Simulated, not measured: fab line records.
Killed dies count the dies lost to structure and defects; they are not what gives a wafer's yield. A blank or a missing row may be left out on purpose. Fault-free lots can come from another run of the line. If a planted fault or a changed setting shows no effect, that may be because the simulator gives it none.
What tool caused it? / flow gf180mcu / 11 lots with 33 wafers sampled at 5 steps, on a route of 602 steps

## WHAT EACH GAUGE READ, for each wafer
GF_HV_LDD_TW_MEAS_11. Usual: HV_LDD_TW typically reads 2401, with standard deviation 13.
lot=L336; measured=day 10 01:07; on=film-metro-02; HV_LDD_TW=2402 2405 2404; flag=
lot=L339; measured=day 11 01:56; on=film-metro-02; HV_LDD_TW=2408 2401 2405; flag=
lot=L343; measured=day 12 04:20; on=film-metro-03; HV_LDD_TW=2396 2409 2405; flag=
lot=L344; measured=day 12 09:47; on=film-metro-03; HV_LDD_TW=2408 2409 2426; flag=
lot=L346; measured=day 13 05:25; on=film-metro-02; HV_LDD_TW=2419 2426 2425; flag=
lot=L348; measured=day 13 20:19; on=film-metro-03; HV_LDD_TW=2389 2377 2382; flag=
lot=L353; measured=day 15 04:30; on=film-metro-02; HV_LDD_TW=2413 2414 2403; flag=
lot=L354; measured=day 15 10:43; on=film-metro-04; HV_LDD_TW=2411 2420 2412; flag=
lot=L355; measured=day 15 20:21; on=film-metro-04; HV_LDD_TW=2411 2415 2409; flag=
lot=L358; measured=day 16 20:30; on=film-metro-02; HV_LDD_TW=2406 2413 2410; flag=
lot=L359; measured=day 16 23:14; on=film-metro-04; HV_LDD_TW=2402 2396 2386; flag=

GF_CONTACT_RS_MEAS_25: a four-point-probe measurement. Usual: CONTACT_W_RS typically reads 0.383 ohm/sq, with standard deviation 0.0044.
lot=L336; measured=day 16 03:59; on=film-metro-03; CONTACT_W_RS (ohm/sq)=0.380 0.380 0.381; flag=
lot=L339; measured=day 17 08:34; on=film-metro-02; CONTACT_W_RS (ohm/sq)=0.388 0.384 0.389; flag=
lot=L343; measured=day 18 17:30; on=film-metro-04; CONTACT_W_RS (ohm/sq)=0.377 0.375 0.379; flag=
lot=L344; measured=day 19 02:46; on=film-metro-02; CONTACT_W_RS (ohm/sq)=0.387 0.386 0.391; flag=
lot=L346; measured=day 20 01:54; on=film-metro-03; CONTACT_W_RS (ohm/sq)=0.382 0.386 0.381; flag=
lot=L348; measured=day 20 20:36; on=film-metro-02; CONTACT_W_RS (ohm/sq)=0.380 0.380 0.378; flag=
lot=L353; measured=day 22 08:08; on=film-metro-02; CONTACT_W_RS (ohm/sq)=0.246 0.245 0.244; flag=OFF
lot=L354; measured=day 22 14:42; on=film-metro-03; CONTACT_W_RS (ohm/sq)=0.244 0.241 0.242; flag=OFF
lot=L355; measured=day 23 00:05; on=film-metro-02; CONTACT_W_RS (ohm/sq)=0.382 0.382 0.382; flag=
lot=L358; measured=day 24 02:26; on=film-metro-04; CONTACT_W_RS (ohm/sq)=0.381 0.387 0.382; flag=
lot=L359; measured=day 24 03:34; on=film-metro-04; CONTACT_W_RS (ohm/sq)=0.380 0.386 0.387; flag=

GF_CONTACT_THK_MEAS_26: measures by xrf. Usual: CONTACT_W_THK typically reads 298 nm, with standard deviation 3.9.
lot=L336; measured=day 16 04:05; on=film-metro-03; CONTACT_W_THK (nm)=301 303 301; flag=
lot=L339; measured=day 17 08:41; on=film-metro-02; CONTACT_W_THK (nm)=295 298 295; flag=
lot=L343; measured=day 18 17:37; on=film-metro-04; CONTACT_W_THK (nm)=302 303 299; flag=
lot=L344; measured=day 19 02:52; on=film-metro-02; CONTACT_W_THK (nm)=292 292 289; flag=
lot=L346; measured=day 20 02:01; on=film-metro-03; CONTACT_W_THK (nm)=296 296 297; flag=
lot=L348; measured=day 20 20:43; on=film-metro-02; CONTACT_W_THK (nm)=298 301 300; flag=
lot=L353; measured=day 22 08:15; on=film-metro-02; CONTACT_W_THK (nm)=460 461 462; flag=OFF
lot=L354; measured=day 22 14:49; on=film-metro-03; CONTACT_W_THK (nm)=466 475 470; flag=OFF
lot=L355; measured=day 23 00:11; on=film-metro-02; CONTACT_W_THK (nm)=298 297 298; flag=
lot=L358; measured=day 24 02:32; on=film-metro-04; CONTACT_W_THK (nm)=297 293 296; flag=
lot=L359; measured=day 24 03:41; on=film-metro-04; CONTACT_W_THK (nm)=297 295 291; flag=

## EACH LOT AND THE TOOL THAT RAN IT (in order: tool; ch and the chambers of the sampled wafers; start)
lot=L336; GF_CONTACT_SPUTTER_23=pvd-sputter-03, day 16 03:47; GF_CONTACT_CVD_24=cvd-w-01 ch 0,1, day 16 03:52
lot=L339; GF_CONTACT_SPUTTER_23=pvd-sputter-03, day 17 08:26; GF_CONTACT_CVD_24=cvd-w-01 ch 0, day 17 08:28
lot=L343; GF_CONTACT_SPUTTER_23=pvd-sputter-04, day 18 17:22; GF_CONTACT_CVD_24=cvd-w-01 ch 0,1, day 18 17:24
lot=L344; GF_CONTACT_SPUTTER_23=pvd-sputter-03, day 19 02:36; GF_CONTACT_CVD_24=cvd-w-01 ch 1, day 19 02:38
lot=L346; GF_CONTACT_SPUTTER_23=pvd-sputter-03, day 20 01:45; GF_CONTACT_CVD_24=cvd-w-02 ch 0,1, day 20 01:47
lot=L348; GF_CONTACT_SPUTTER_23=pvd-sputter-02, day 20 20:26; GF_CONTACT_CVD_24=cvd-w-01 ch 0, day 20 20:29
lot=L353; GF_CONTACT_SPUTTER_23=pvd-sputter-04, day 22 07:59; GF_CONTACT_CVD_24=cvd-w-01 ch 0,1, day 22 08:02
lot=L354; GF_CONTACT_SPUTTER_23=pvd-sputter-04, day 22 14:32; GF_CONTACT_CVD_24=cvd-w-01 ch 0,1, day 22 14:35
lot=L355; GF_CONTACT_SPUTTER_23=pvd-sputter-04, day 22 23:55; GF_CONTACT_CVD_24=cvd-w-02 ch 0,1, day 22 23:59
lot=L358; GF_CONTACT_SPUTTER_23=pvd-sputter-02, day 24 02:15; GF_CONTACT_CVD_24=cvd-w-02 ch 0,1, day 24 02:19
lot=L359; GF_CONTACT_SPUTTER_23=pvd-sputter-02, day 24 03:19; GF_CONTACT_CVD_24=cvd-w-02 ch 0, day 24 03:22
- GF_CONTACT_SPUTTER_23: material TiN, target thk 10 nm, time 40 s.
- GF_CONTACT_CVD_24: deposits W, target thk 300 nm, time 90.339 s.

## AS READ BY THE TOOLS THEMSELVES (means over the sampled wafers that have a number; for cases with no such wafer, the mark the record gives instead)
GF_CONTACT_SPUTTER_23. Usual: chamber-pressure-pa 5.000 Pa, standard deviation 0.0096; throttle-valve-pct 29.8 %, standard deviation 0.97.
lot=L336; tool=pvd-sputter-03; chamber-pressure-pa (Pa)=5.006; throttle-valve-pct (%)=29.9; flag=
lot=L339; tool=pvd-sputter-03; chamber-pressure-pa (Pa)=5.010; throttle-valve-pct (%)=29.8; flag=
lot=L343; tool=pvd-sputter-04; chamber-pressure-pa (Pa)=5.002; throttle-valve-pct (%)=29.3; flag=
lot=L344; tool=pvd-sputter-03; chamber-pressure-pa (Pa)=5.007; throttle-valve-pct (%)=29.6; flag=
lot=L346; tool=pvd-sputter-03; chamber-pressure-pa (Pa)=4.993; throttle-valve-pct (%)=30.2; flag=
lot=L348; tool=pvd-sputter-02; chamber-pressure-pa (Pa)=5.007; throttle-valve-pct (%)=29.7; flag=
lot=L353; tool=pvd-sputter-04; chamber-pressure-pa (Pa)=4.998; throttle-valve-pct (%)=29.6; flag=
lot=L354; tool=pvd-sputter-04; chamber-pressure-pa (Pa)=4.999; throttle-valve-pct (%)=29.3; flag=
lot=L355; tool=pvd-sputter-04; chamber-pressure-pa (Pa)=5.004; throttle-valve-pct (%)=29.4; flag=
lot=L358; tool=pvd-sputter-02; chamber-pressure-pa (Pa)=4.994; throttle-valve-pct (%)=31.1; flag=
lot=L359; tool=pvd-sputter-02; chamber-pressure-pa (Pa)=4.999; throttle-valve-pct (%)=29.0; flag=

GF_CONTACT_CVD_24. Usual: heater-power-outer-w 530 W, standard deviation 25; heater-power-w 857 W, standard deviation 35; susceptor-temp-C 399.98 C, standard deviation 0.22.
lot=L336; tool=cvd-w-01; heater-power-outer-w (W)=523; heater-power-w (W)=867; susceptor-temp-C (C)=400.06; flag=
lot=L339; tool=cvd-w-01; heater-power-outer-w (W)=555; heater-power-w (W)=815; susceptor-temp-C (C)=400.21; flag=
lot=L343; tool=cvd-w-01; heater-power-outer-w (W)=542; heater-power-w (W)=880; susceptor-temp-C (C)=400.10; flag=
lot=L344; tool=cvd-w-01; heater-power-outer-w (W)=524; heater-power-w (W)=900; susceptor-temp-C (C)=399.98; flag=
lot=L346; tool=cvd-w-02; heater-power-outer-w (W)=531; heater-power-w (W)=855; susceptor-temp-C (C)=399.95; flag=
lot=L348; tool=cvd-w-01; heater-power-outer-w (W)=555; heater-power-w (W)=828; susceptor-temp-C (C)=400.17; flag=
lot=L353; tool=cvd-w-01; heater-power-outer-w (W)=632; heater-power-w (W)=1029; susceptor-temp-C (C)=425.22; flag=OFF
lot=L354; tool=cvd-w-01; heater-power-outer-w (W)=641; heater-power-w (W)=1031; susceptor-temp-C (C)=425.24; flag=OFF
lot=L355; tool=cvd-w-02; heater-power-outer-w (W)=515; heater-power-w (W)=840; susceptor-temp-C (C)=400.01; flag=
lot=L358; tool=cvd-w-02; heater-power-outer-w (W)=535; heater-power-w (W)=876; susceptor-temp-C (C)=400.07; flag=
lot=L359; tool=cvd-w-02; heater-power-outer-w (W)=490; heater-power-w (W)=815; susceptor-temp-C (C)=399.95; flag=

## THE ANSWER, worked out from the rows above alone
Rule: take the mean of a lot's wafers that have a number; if it is more than 3 standard deviations from the usual mean, the lot is off. A lot without any number at a reading at which 4 lots or more have one is off too. The other lots that the step has rows for count as sound. First the gauges in route order, then the tools' own readings, where a lot's mean is used as printed above. The first step at which some lot is off is used, and at that step the reading that is off furthest; a lot without a number counts as furthest.
Off: L353, L354, at GF_CONTACT_RS_MEAS_25 (CONTACT_W_RS).
If a tool, at a process step before that reading, ran all the lots that are off and no sound lot after the first of them, it fits. The gauges at GF_CONTACT_RS_MEAS_25 aren't tried: what is off there is off at GF_CONTACT_CVD_24 too, on other tools, and a gauge's error can't cause that. One fits: cvd-w-01 at GF_CONTACT_CVD_24. A fault onset in the window from L348 (day 20 20:29, its last sound lot) to L353 (day 22 08:02, its first lot off) fits.
The tool's own readings at GF_CONTACT_CVD_24 bear it out: on the lots that are off they differ by more than 5 times the standard deviation of the sound lots' means. heater-power-outer-w reads 636 W there against 530 W on the sound lots; heater-power-w reads 1030 W there against 853 W on the sound lots; susceptor-temp-C reads 425.23 C there against 400.06 C on the sound lots.

## WHAT THE SIMULATOR HAD PUT IN
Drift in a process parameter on cvd-w-01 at GF_CONTACT_CVD_24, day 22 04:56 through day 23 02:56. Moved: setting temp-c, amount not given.
Shown lots that were struck: L353, L354. The rule above found the same.
